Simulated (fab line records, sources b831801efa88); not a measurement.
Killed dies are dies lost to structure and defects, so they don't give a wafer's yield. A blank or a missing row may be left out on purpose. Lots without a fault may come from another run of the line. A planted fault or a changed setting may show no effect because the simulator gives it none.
One fault seen from 2 desks | flow sky130 | each desk has only its own numbers; what lay behind them comes last

THE METROLOGY DESK
What the gauges read, lot by lot, whatever tool the lot ran on: means of the sampled wafers that have a number. A lot is out of limits, marked OUT, if its mean lies more than 4 standard deviations from the usual mean; the brackets give that distance.
Columns: A = VIA1_OVL at SKY_VIA1_OVL_MEAS_13, usual 1 nm; B = VIA1_W_THK at SKY_VIA1_THK_MEAS_23, usual 275 nm; C = METAL2_ALCU_RS at SKY_METAL2_RS_MEAS_05, usual 0.1275 ohm/sq; D = METAL2_ALCU_THK at SKY_METAL2_THK_MEAS_06, usual 253.4 nm
lot  | first seen here | A  | B   | C      | D
L398 | day 34 08:23    | -1 | 280 | 0.1294 | 249.1
L400 | day 34 18:36    | 3  | 277 | 0.1252 | 258.4
L404 | day 36 03:03    | -7 | 270 | 0.1244 | 261.1
L403 | day 36 05:20    | 0  | 271 | 0.1277 | 252.1
L405 | day 36 15:06    | 3  | 281 | 0.1282 | 251.3
L406 | day 36 16:46    | -3 | 273 | 0.1280 | 251.9
L413 | day 39 00:53    | 12 | 278 | 0.1295 | 247.7
L416 | day 39 16:05    | -6 | 278 | 0.1283 | 249.4
L415 | day 39 17:17    | -7 | 271 | 0.1276 | 251.3
L418 | day 40 11:45    | -1 | 274 | 0.1289 | 250.6
L419 | day 40 20:39    | -4 | 279 | 0.1269 | 256.5
This desk's finding: nothing out of limits on any of the 11 lots.

THE TOOL OWNER'S DESK: pvd_sputter-01
The tool's own readings at SKY_METAL2_SPUTTER_02 (material AlCu, target thk 250 nm, time 13.3 s): means of the sampled wafers that have a number, for each lot that ran on this tool. A lot is out of limits, marked OUT, if its mean lies more than 4 standard deviations from the usual mean; the brackets give that distance.
Columns: A = throttle_valve_pct at SKY_METAL2_SPUTTER_02, usual 30.1 %
lot  | first seen here | A
L400 | day 34 20:02    | 30.7
L404 | day 36 04:29    | 30.9
L405 | day 36 16:31    | 30.6
L413 | day 39 02:18    | 30.6
This desk's finding: nothing out of limits on any of the 4 lots.

PUT TOGETHER
The metrology desk saw nothing out of limits.
The tool owner's desk saw nothing out of limits.

WHAT THE SIMULATOR HAD PUT IN
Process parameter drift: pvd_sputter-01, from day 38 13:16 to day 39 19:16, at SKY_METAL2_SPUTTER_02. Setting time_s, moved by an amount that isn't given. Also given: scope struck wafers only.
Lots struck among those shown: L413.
